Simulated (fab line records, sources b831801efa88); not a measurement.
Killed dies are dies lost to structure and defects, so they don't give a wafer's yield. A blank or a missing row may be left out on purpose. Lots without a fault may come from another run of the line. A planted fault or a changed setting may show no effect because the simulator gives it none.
Which tool did it? | flow sky130 | 13 lots, 39 wafers sampled, at 5 steps of a route of 708

WHAT THE GAUGES READ, wafer by wafer
SKY_SD_N_OVL_MEAS_08. Usual: SD_N_OVL -0.7 nm, standard deviation 1.5.
lot  | measured     | on         | SD_N_OVL (nm)     | flag
L994 | day 27 18:01 | overlay-02 | -1.4 -2.7 -1.4    |
L995 | day 28 03:50 | overlay-01 | -2.1 -1.7 -1.6    |
L996 | day 28 16:32 | overlay-01 | -0.7 0.1 -0.3     |
L998 | day 29 01:39 | overlay-02 | -0.1 -0.1 -1.4    |
L999 | day 29 17:05 | overlay-01 | -1.0 0.5 -0.9     |
L100 | day 29 18:17 | overlay-01 | 173.0 174.4 171.0 | OFF
L101 | day 30 03:11 | overlay-01 | -0.1 0.7 0.8      |
L102 | day 30 07:41 | overlay-01 | 170.2 169.1 171.3 | OFF
L105 | day 31 07:20 | overlay-01 | -0.5 1.4 -0.8     |
L106 | day 31 23:50 | overlay-01 | 171.2 171.7 172.8 | OFF
L107 | day 32 08:38 | overlay-02 | 172.2 170.7 172.6 | OFF
L114 | day 34 20:53 | overlay-02 | -1.5 0.0 -1.5     |
L116 | day 34 23:41 | overlay-01 | -0.2 -1.3 -2.4    |

SKY_LI_CONTACT_BOW_MEAS_03. Usual: LI_CONTACT_BOW 57 um, standard deviation 6.6.
lot  | measured     | on            | LI_CONTACT_BOW (um) | flag
L994 | day 27 19:35 | film_metro-03 | 58 66 69            |
L995 | day 28 05:26 | film_metro-01 | 65 57 56            |
L996 | day 28 18:05 | film_metro-01 | 60 46 61            |
L998 | day 29 03:14 | film_metro-03 | 60 60 62            |
L999 | day 29 18:40 | film_metro-01 | 65 59 54            |
L100 | day 29 19:55 | film_metro-01 | 59 51 47            |
L101 | day 30 04:46 | film_metro-03 | 49 53 42            |
L102 | day 30 09:18 | film_metro-03 | 52 53 57            |
L105 | day 31 08:58 | film_metro-01 | 66 56 68            |
L106 | day 32 01:46 | film_metro-03 | 50 47 60            |
L107 | day 32 10:12 | film_metro-01 | 54 58 65            |
L114 | day 34 22:45 | film_metro-03 | 45 58 51            |
L116 | day 35 01:16 | film_metro-01 | 55 62 54            |

SKY_LI_CONTACT_CD_MEAS_12: target cd 170 nm. Usual: cd_nm 169.6 nm, standard deviation 1.3.
lot  | measured     | on        | cd_nm (nm)        | flag
L994 | day 28 23:40 | cd_sem-02 | 170.8 170.6 171.1 |
L995 | day 29 09:10 | cd_sem-01 | 171.1 171.0 171.6 |
L996 | day 29 21:34 | cd_sem-01 | 169.8 170.2 169.0 |
L998 | day 30 06:39 | cd_sem-01 | 170.9 170.3 169.8 |
L999 | day 30 22:02 | cd_sem-01 | 169.9 170.7 171.3 |
L100 | day 31 00:18 | cd_sem-01 | 168.8 170.1 168.8 |
L101 | day 31 07:46 | cd_sem-01 | 170.5 169.2 169.3 |
L102 | day 31 12:29 | cd_sem-01 | 167.8 169.1 168.8 |
L105 | day 32 11:36 | cd_sem-01 | 169.9 172.0 170.6 |
L106 | day 33 04:49 | cd_sem-02 | 168.1 169.1 168.9 |
L107 | day 33 13:20 | cd_sem-01 | 167.2 167.0 166.1 |
L114 | day 36 01:05 | cd_sem-02 | 167.8 166.1 167.8 |
L116 | day 36 03:56 | cd_sem-01 | 167.9 167.6 168.7 |

WHICH TOOL RAN EACH LOT (tool, then ch and the chambers of the sampled wafers, then the start)
lot  | SKY_POLY_CUT_ETCH_11               | SKY_SD_N_EXPOSE_04
L994 | rie_diel-03 ch 2,3, day 24 02:16   | iline_stepper-02 ch 0, day 27 04:11
L995 | rie_diel-02 ch 0,2, day 24 12:45   | iline_stepper-02 ch 0, day 27 14:25
L996 | rie_diel-04 ch 1,2,3, day 25 01:54 | iline_stepper-02 ch 0, day 28 02:04
L998 | rie_diel-03 ch 0,1,3, day 25 11:06 | iline_stepper-02 ch 0, day 28 12:14
L999 | rie_diel-04 ch 0,1,3, day 26 03:33 | iline_stepper-02 ch 0, day 29 03:08
L100 | rie_diel-03 ch 0,2, day 26 04:22   | iline_stepper-02 ch 0, day 29 04:03
L101 | rie_diel-02 ch 1,2,3, day 26 14:46 | iline_stepper-01 ch 0, day 29 13:28
L102 | rie_diel-04 ch 0,2,3, day 26 19:37 | iline_stepper-02 ch 0, day 29 19:04
L105 | rie_diel-04 ch 0,1, day 27 20:31   | iline_stepper-01 ch 0, day 30 17:31
L106 | rie_diel-04 ch 1,2, day 28 13:22   | iline_stepper-02 ch 0, day 31 09:49
L107 | rie_diel-04 ch 1,2, day 28 22:19   | iline_stepper-02 ch 0, day 31 18:31
L114 | rie_diel-04 ch 0,1,3, day 31 13:00 | iline_stepper-01 ch 0, day 34 08:45
L116 | rie_diel-03 ch 0,1,2, day 31 15:37 | iline_stepper-01 ch 0, day 34 11:22
- SKY_POLY_CUT_ETCH_11: etches Si3N4 in CF4/CH2F2/Ar, stops on poly-Si, time 42.5 s, target depth 60 nm.
- SKY_SD_N_EXPOSE_04: exposes mask NSDM, target cd 380 nm.

WHAT THE TOOLS THEMSELVES READ (means of the sampled wafers that have a number; where no wafer has one, the mark that the record gives instead)
SKY_POLY_CUT_ETCH_11. Usual: drypump_motor_current_A 5.8 A, standard deviation 0.31; oes_product_au 0.831 a.u., standard deviation 0.0062; throttle_valve_pct 14.993 %, standard deviation 0.0087.
lot  | tool        | drypump_motor_current_A (A) | oes_product_au (a.u.) | throttle_valve_pct (%) | flag
L994 | rie_diel-03 | 5.7                         | 0.833                 | 14.983                 |
L995 | rie_diel-02 | 5.5                         | 0.836                 | 14.996                 |
L996 | rie_diel-04 | 6.0                         | 0.837                 | 14.990                 |
L998 | rie_diel-03 | 5.6                         | 0.825                 | 14.997                 |
L999 | rie_diel-04 | 5.7                         | 0.827                 | 14.999                 |
L100 | rie_diel-03 | 6.1                         | 0.829                 | 14.996                 |
L101 | rie_diel-02 | 5.7                         | 0.828                 | 14.993                 |
L102 | rie_diel-04 | 5.8                         | 0.829                 | 14.997                 |
L105 | rie_diel-04 | 5.6                         | 0.823                 | 14.987                 |
L106 | rie_diel-04 | 5.9                         | 0.830                 | 14.987                 |
L107 | rie_diel-04 | 6.1                         | 0.835                 | 14.986                 |
L114 | rie_diel-04 | 5.7                         | 0.828                 | 14.991                 |
L116 | rie_diel-03 | 5.9                         | 0.826                 | 14.993                 |

THE ANSWER, worked out from the rows above alone
Rule: a lot is off if the mean of its wafers that have a number lies more than 3 standard deviations from the usual mean. A lot without any number at a reading at which 4 lots or more have one is off too. The other lots that the step has rows for count as sound. The gauges are gone through in route order, then the tools' own readings, and for those a lot's mean is taken as printed above. The first step at which some lot is off is used, and at that step the reading that is off furthest; a lot without a number counts as furthest.
Off: L100, L102, L106, L107, at SKY_SD_N_OVL_MEAS_08 (SD_N_OVL).
A tool fits if, at a process step before that reading, it ran every lot that is off, and no sound lot after the first of them. The gauges at SKY_SD_N_OVL_MEAS_08 are tried like those tools. One fits: iline_stepper-02 at SKY_SD_N_EXPOSE_04. Its last sound lot is L999 (day 29 03:08), its first lot that is off L100 (day 29 04:03): a fault that began between those two fits.

WHAT THE SIMULATOR HAD PUT IN
Scanner matching overlay: iline_stepper-02, from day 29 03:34 on, at SKY_SD_N_EXPOSE_04. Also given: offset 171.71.
Lots struck among those shown: L100, L102, L106, L107. The rule above found the same.
